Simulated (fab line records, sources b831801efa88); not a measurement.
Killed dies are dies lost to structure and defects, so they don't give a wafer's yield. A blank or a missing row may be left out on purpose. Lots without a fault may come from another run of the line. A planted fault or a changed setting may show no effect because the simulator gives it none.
One fault seen from 2 desks | flow gf180mcu | each desk has only its own numbers; what lay behind them comes last

THE TOOL OWNER'S DESK: cvd_w-02
The tool's own readings at GF_V4_CVD_23 (deposits W, target thk 350 nm, time 104.9 s): means of the sampled wafers that have a number, for each lot that ran on this tool. A lot is out of limits, marked OUT, if its mean lies more than 4 standard deviations from the usual mean; the brackets give that distance.
Columns: A = chamber_pressure_Torr at GF_V4_CVD_23, usual 40.00 Torr; B = heater_power_w at GF_V4_CVD_23, usual 913 W
lot  | first seen here | A               | B
L696 | day 25 02:35    | 39.96           | 833
L698 | day 25 23:33    | 40.04           | 852
L703 | day 27 07:35    | 40.08           | 841
L706 | day 28 03:19    | 40.06           | 864
L714 | day 30 14:53    | 42.51 (+30) OUT | 843
L715 | day 30 19:05    | 44.88 (+59) OUT | 858
This desk's finding: out of limits on L714, L715; first on L714, day 30 14:53 (chamber_pressure_Torr at GF_V4_CVD_23). In limits: L696, L698, L703, L706.

THE METROLOGY DESK
What the gauges read, lot by lot, whatever tool the lot ran on: means of the sampled wafers that have a number. A lot is out of limits, marked OUT, if its mean lies more than 4 standard deviations from the usual mean; the brackets give that distance.
Columns: A = cd_nm at GF_V3_CD_MEAS_14, usual 260.2 nm; B = M4_OVL at GF_M4_OVL_MEAS_15, usual 1 nm; C = V4_W_RS at GF_V4_RS_MEAS_24, usual 0.3271 ohm/sq; D = V4_W_THK at GF_V4_THK_MEAS_25, usual 354 nm
lot  | first seen here | A     | B  | C                 | D
L696 | day 23 02:34    | 262.7 | 4  | 0.3287            | 351
L697 | day 23 17:41    | 261.9 | -4 | 0.3306            | 349
L698 | day 23 23:59    | 260.1 | 9  | 0.3259            | 356
L703 | day 25 10:47    | 259.7 | 10 | 0.3242            | 357
L706 | day 26 08:07    | 259.5 | 5  | 0.3259            | 353
L708 | day 27 05:31    | 259.8 | 1  | 0.3244            | 360
L710 | day 27 19:05    | 261.7 | -2 | 0.3250            | 359
L714 | day 28 22:59    | 259.0 | -4 | 0.3233            | 359
L715 | day 29 02:37    | 260.5 | 8  | 0.3088 (-6.1) OUT | 374 (+4.6) OUT
L716 | day 29 08:29    | 260.2 | -7 | 0.3295            | 353
L717 | day 29 19:17    | 261.3 | -5 | 0.3266            | 357
This desk's finding: out of limits on L715; first on L715, day 30 19:12 (V4_W_RS at GF_V4_RS_MEAS_24). In limits: L696, L697, L698, L703, L706, L708, L710, L714, L716, L717.

PUT TOGETHER
The tool owner's desk could have raised an alarm at day 30 14:53, on L714, L715.
The metrology desk could have raised an alarm at day 30 19:12, on L715.
The metrology desk has L714 on record, within its limits.
Of the lots named, all ran GF_V4_CVD_23 on cvd_w-02.

WHAT THE SIMULATOR HAD PUT IN
Process parameter drift: cvd_w-02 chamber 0, from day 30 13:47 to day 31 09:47, at GF_V4_CVD_23. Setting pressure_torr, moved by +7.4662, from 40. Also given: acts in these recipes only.
Lots struck among those shown: L714, L715.
Hours from the fault's start to each desk's first reading out of limits: the tool owner's desk, 1; the metrology desk, 5.
